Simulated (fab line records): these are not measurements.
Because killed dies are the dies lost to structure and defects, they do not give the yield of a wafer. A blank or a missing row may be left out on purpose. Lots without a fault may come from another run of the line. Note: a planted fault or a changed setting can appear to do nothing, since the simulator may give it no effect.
A lot that was struck, set against a sound lot | flow sky130 | 18 steps out of a route of 708
Sound: wafers L212.2, L212.5, L212.6. Struck: wafer L201.1. (L201.5, L201.6 of the same lot were not struck and are left out.) The cause comes at the end.
Each step with rows lists, per side, the tool, then ch with its chambers, then its first start. Under that, the readings that differ: sound wafers | struck wafers | difference of the means | sigmas: that difference in standard deviations of wafers without a fault.
alike: readings with means less than 2 such deviations apart, plus words and numbers identical on both sides. not compared: withheld readings, readings lacking a value on some wafer, bounds such as >300 that could conceal the same value, and numbers that have no deviation in the record and whose values overlap.
The two part at a step that has a row with sigmas, a row that says differs or no value, or rows on one side only. When numbers do not overlap yet have no deviation, they are printed without sigmas and do not part them. A reading that every wafer of one side lacks parts them only if that side has two wafers or more.

first, 3 steps without rows for these wafers: SKY_VIA3_EXPOSE_09 (exposes mask VIM3, target cd 200 nm); SKY_VIA3_PEB_10; SKY_VIA3_DEVELOP_11 (develop time 60 s).
SKY_VIA3_CD_MEAS_12 targets a cd of 200 nm.
  sound on cd_sem-02, day 43 21:54; struck on cd_sem-02, day 40 20:23
  alike: cd_nm
SKY_VIA3_OVL_MEAS_13:
  sound on overlay-01, day 43 22:00; struck on overlay-01, day 40 20:30
  alike: VIA3_OVL
SKY_VIA3_ETCH_14: etches BARC in N2/H2, stops on SiO2, time 45.9 s, target depth 60 nm.
  sound on rie_diel-04 ch 0,2, day 43 22:02; struck on rie_diel-03 ch 3, day 40 20:32
  alike: drypump_motor_current_A, oes_product_au, throttle_valve_pct
  not compared: rf_hours_counter_h
SKY_VIA3_ETCH_15: etches SiO2 in C4F8/O2/Ar, stops on TiN, target depth 507 nm, time 78 s.
  sound on rie_diel-04 ch 0,2, day 43 22:04; struck on rie_diel-03 ch 3, day 40 20:34
  alike: oes_product_au
  not compared: rf_hours_counter_h
SKY_VIA3_STRIP_16: strips in O2/N2.
  sound on plasma_asher-02 ch 0,1, day 43 22:08; struck on plasma_asher-02 ch 1, day 40 20:38
  alike: drypump_motor_current_A, oes_product_au, strip_time_to_endpoint_s
  not compared: rf_hours_counter_h
then, 3 steps without rows for these wafers: SKY_VIA3_STRIP_17 (strips in post etch residue remover, time 1200 s); SKY_VIA3_CLEAN_18 (cleans in IPA, time 180 s); SKY_VIA3_CLEAN_19 (cleans in O3/DIW).
SKY_VIA3_SPUTTER_20: material TiN, target thk 20 nm, time 80 s.
  sound on pvd_sputter-01, day 43 22:44; struck on pvd_sputter-03, day 40 21:14
  alike: cathode_dc_power_W, throttle_valve_pct
SKY_VIA3_CVD_21: deposits W, target thk 390 nm, time 117.31 s.
  sound on cvd_w-02 ch 0,1, day 43 22:47; struck on cvd_w-01 ch 1, day 40 21:17
  reading                            | sound             | struck | difference | sigmas
  model.W_of_VIA3_CVD_21.thk_nm (nm) | 379.4 392.9 379.9 | 519.4  | +135.3     |
  alike: heater_power_w
SKY_VIA3_RS_MEAS_22: measurement is done with a four-point probe.
  sound on film_metro-02, day 43 22:56; struck on film_metro-01, day 40 21:25
  reading            | sound             | struck | difference | sigmas
  VIA3_W_RS (ohm/sq) | 0.303 0.292 0.303 | 0.221  | -0.078     | -18
SKY_VIA3_THK_MEAS_23: measures by xrf.
  sound on film_metro-02, day 43 23:02; struck on film_metro-01, day 40 21:32
  reading         | sound       | struck | difference | sigmas
  VIA3_W_THK (nm) | 406 420 408 | 558    | +147       | +16
SKY_VIA3_CMP_24: polishes, stops on SiO2, t overpolish 20 s, target thk 0 nm.
  sound on cmp-02 ch 1,2,3, day 43 23:14; struck on cmp-01 ch 2, day 40 21:35
  reading                | sound      | struck | difference | sigmas
  time_to_endpoint_s (s) | 99 106 101 | 136    | +34        | +6
  alike: edge_zone_pressure_frac, motor_current_A, slurry_flow_ml_min
SKY_METAL4_SPUTTER_00: material Ti, target thk 15 nm, time 10 s.
  sound on pvd_sputter-04, day 43 23:23; struck on pvd_sputter-01, day 40 21:53
  alike: cathode_dc_power_W, throttle_valve_pct
-- the record jumps here: 6 days lie between the struck wafers' starts before and after (it left off in module METAL4 and takes up again in module PAD_OPEN, whose first step shown is number 708 of the route) --
SKY_PAD_OPEN_PROBE_99:
  sound on prober-02, day 49 09:27; struck on prober-02, day 46 21:31
  reading                  | sound          | struck | difference | sigmas
  defect_limited_yield (%) | 79.9 80.9 81.7 | 85.6   | +4.8       | +2
  killed_at_M0_to_M3       | 55 52 57       | 36     | -19        | -3
  killed_at_M4_up          | 6 5 3          | 0      | -5         | -2
  killed_dies              | 99 94 90       | 71     | -23        | -2
  killed_short             | 44 44 39       | 27     | -15        | -2
  sort_bin_5_function (%)  | 12.0 12.4 12.4 | 8.1    | -4.2       | -3
  sort_n_pass              | 393 398 402    | 421    | +23        | +2
  sort_yield_pct (%)       | 79.9 80.9 81.7 | 85.6   | +4.8       | +2
  alike: killed_at_contacts, killed_at_front_end, killed_at_other, killed_on_rim, killed_open, sort_bin_3_pad_short, sort_bin_6_memory

== WHERE THEY PART ==
At SKY_VIA3_RS_MEAS_22 first; at SKY_PAD_OPEN_PROBE_99 last (within this record only).

WHY: whatever the simulator had introduced
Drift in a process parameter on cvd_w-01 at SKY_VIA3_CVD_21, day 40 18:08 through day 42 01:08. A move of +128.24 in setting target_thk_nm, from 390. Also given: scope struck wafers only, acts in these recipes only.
